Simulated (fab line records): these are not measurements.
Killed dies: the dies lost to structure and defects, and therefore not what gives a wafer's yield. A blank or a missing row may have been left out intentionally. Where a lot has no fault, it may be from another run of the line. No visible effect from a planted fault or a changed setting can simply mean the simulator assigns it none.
One fault through the eyes of 2 desks    flow gf180mcu    what lay behind the numbers comes last; until then each desk has only its own

## METROLOGY DESK
What the gauges read for every lot (on any tool): the sampled wafers with a number, averaged. If a lot's mean is further than 4 standard deviations from the usual mean, the lot is out of limits and carries the mark OUT (the distance appears in the brackets).
Columns: A = V5_BOW at GF_V5_BOW_MEAS_05, usual 136 um; B = PASSIVATION_CVD_02_THK at GF_PASSIVATION_THK_MEAS_03, usual 698 nm
lot   first seen here  A    B
L915  day 26 05:13     135  700
L916  day 26 20:53     141  702
L924  day 29 08:18     127  704
L926  day 29 22:24     142  698
L927  day 30 06:03     139  689
L929  day 30 18:59     134  699
L930  day 30 21:10     144  695
L931  day 31 05:35     129  698
L932  day 31 13:20     133  699
L933  day 31 19:49     142  700
L934  day 32 06:35     135  694
L935  day 32 08:34     150  690
L936  day 32 11:02     124  703
L937  day 32 21:02     139  697
This desk's verdict: no lot among the 14 shows anything out of limits.

## TOOL OWNER'S DESK, plasma_asher-01
The tool's own readings at GF_HV_LDD_STRIP_22 (strips in O2/N2): means of the sampled wafers that have a number, for each lot that ran on this tool. If a lot's mean is further than 4 standard deviations from the usual mean, the lot is out of limits and carries the mark OUT (the distance appears in the brackets).
Columns: A = drypump_motor_current_A at GF_HV_LDD_STRIP_22, usual 6.1 A; B = heater_power_w at GF_HV_LDD_STRIP_22, usual 339 W; C = oes_product_au at GF_HV_LDD_STRIP_22, usual 0.715 a.u.; D = platen_temp_c at GF_HV_LDD_STRIP_22, usual 250.00 C; E = strip_time_to_endpoint_s at GF_HV_LDD_STRIP_22, usual 12.61 s
lot   first seen here  A    B    C      D       E
L915  day 10 16:17     6.0  380  0.714  249.90  12.54
L916  day 11 03:23     6.0  378  0.714  250.01  12.69
L924  day 13 16:36     5.7  364  0.720  250.05  12.60
L926  day 14 10:14     6.0  377  0.714  250.11  12.62
L935  day 17 03:56     5.7  363  0.716  250.03  12.59
L937  day 17 22:30     6.0  376  0.718  249.96  12.64
This desk's verdict: no lot among the 6 shows anything out of limits.

## PUT TOGETHER
Nothing out of limits was seen by the metrology desk.
The desk of the tool owner found nothing out of limits.

## WHAT WAS PUT IN BY THE SIMULATOR
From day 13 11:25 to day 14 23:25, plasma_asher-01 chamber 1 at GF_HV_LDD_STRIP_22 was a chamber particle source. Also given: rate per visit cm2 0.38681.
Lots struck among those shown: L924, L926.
